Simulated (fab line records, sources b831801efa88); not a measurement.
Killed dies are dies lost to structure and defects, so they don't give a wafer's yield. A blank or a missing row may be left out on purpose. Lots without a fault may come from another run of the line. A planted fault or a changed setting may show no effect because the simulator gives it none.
Tool commonality check | flow gf180mcu | 13 lots, 39 wafers sampled

WHY IT WAS OPENED
At GF_HV_LDD_TW_MEAS_23 the reading HV_LDD_2_TW is flagged on 2 of 13 lots. Wafers without a fault read 1050, standard deviation 6.4.
Rule: a lot is flagged when every wafer of it that has a number lies more than 4 standard deviations from that mean, or none has a number. The other lots count as sound.

lot  | measured     | on            | HV_LDD_2_TW, wafer by wafer | flag
L627 | day 11 04:25 | film_metro-04 | 1055 1050 1059              |
L629 | day 11 16:49 | film_metro-01 | 1045 1045 1043              |
L630 | day 12 05:25 | film_metro-03 | 1048 1058 1051              |
L631 | day 12 07:51 | film_metro-03 | 1057 1060 1055              |
L632 | day 12 17:04 | film_metro-01 | 1042 1036 1037              |
L633 | day 12 19:48 | film_metro-03 | 1059 1054 1055              |
L640 | day 15 05:02 | film_metro-01 | 1301 1300 1299              | FLAGGED
L642 | day 16 02:08 | film_metro-01 | 1302 1300 1309              | FLAGGED
L643 | day 16 03:34 | film_metro-04 | 1052 1059 1052              |
L645 | day 16 18:20 | film_metro-04 | 1055 1053 1059              |
L646 | day 17 02:56 | film_metro-04 | 1054 1055 1055              |
L647 | day 17 12:20 | film_metro-01 | 1034 1043 1048              |
L649 | day 18 02:48 | film_metro-01 | 1050 1048 1048              |
The numbers of the flagged lots are 1302 on average: +252 against the usual, or +39 standard deviations.

WHICH TOOL RAN EACH LOT
The record holds 1 process step before the reading, out of a route of 602 steps. In each cell: the tool, then ch and the chambers that the sampled wafers went through, then the start.
lot  | flag    | GF_HV_LDD_IMPLANT_21
L627 |         | implanter-04 ch 0, day 11 04:11
L629 |         | implanter-01 ch 0, day 11 16:35
L630 |         | implanter-04 ch 0, day 12 05:12
L631 |         | implanter-01 ch 0, day 12 07:37
L632 |         | implanter-01 ch 0, day 12 16:50
L633 |         | implanter-01 ch 0, day 12 19:34
L640 | FLAGGED | implanter-02 ch 0, day 15 04:29
L642 | FLAGGED | implanter-01 ch 0, day 16 01:35
L643 |         | implanter-02 ch 0, day 16 03:19
L645 |         | implanter-01 ch 0, day 16 18:05
L646 |         | implanter-01 ch 0, day 17 02:41
L647 |         | implanter-01 ch 0, day 17 12:05
L649 |         | implanter-02 ch 0, day 18 02:33
What these steps do:
- GF_HV_LDD_IMPLANT_21
- GF_HV_LDD_TW_MEAS_23

FLAGGED OVER TOTAL, TOOL BY TOOL (the gauges that took the reading come last)
step                 | tool          | lots run | flagged | share of the flagged lots | sound lots run after its first flagged lot
GF_HV_LDD_IMPLANT_21 | implanter-01  | 8        | 1       | some                      | 3 (L645,L646,L647)
GF_HV_LDD_IMPLANT_21 | implanter-02  | 3        | 1       | some                      | 2 (L643,L649)
GF_HV_LDD_IMPLANT_21 | implanter-04  | 2        | 0       | none                      | -
GF_HV_LDD_TW_MEAS_23 | film_metro-01 | 6        | 2       | all                       | 2 (L647,L649)
GF_HV_LDD_TW_MEAS_23 | film_metro-03 | 3        | 0       | none                      | -
GF_HV_LDD_TW_MEAS_23 | film_metro-04 | 4        | 0       | none                      | -

WHAT THE TABLE ALLOWS
1 row of the table ran every flagged lot: film_metro-01 at GF_HV_LDD_TW_MEAS_23.
- film_metro-01 at GF_HV_LDD_TW_MEAS_23: 2 of its 6 lots flagged. Sound lots ran on it after the first flagged one (L647, L649), which a lasting fault on the whole tool wouldn't allow.
No row of the table ran every flagged lot and no sound lot after the first.

WHAT THE SIMULATOR HAD PUT IN
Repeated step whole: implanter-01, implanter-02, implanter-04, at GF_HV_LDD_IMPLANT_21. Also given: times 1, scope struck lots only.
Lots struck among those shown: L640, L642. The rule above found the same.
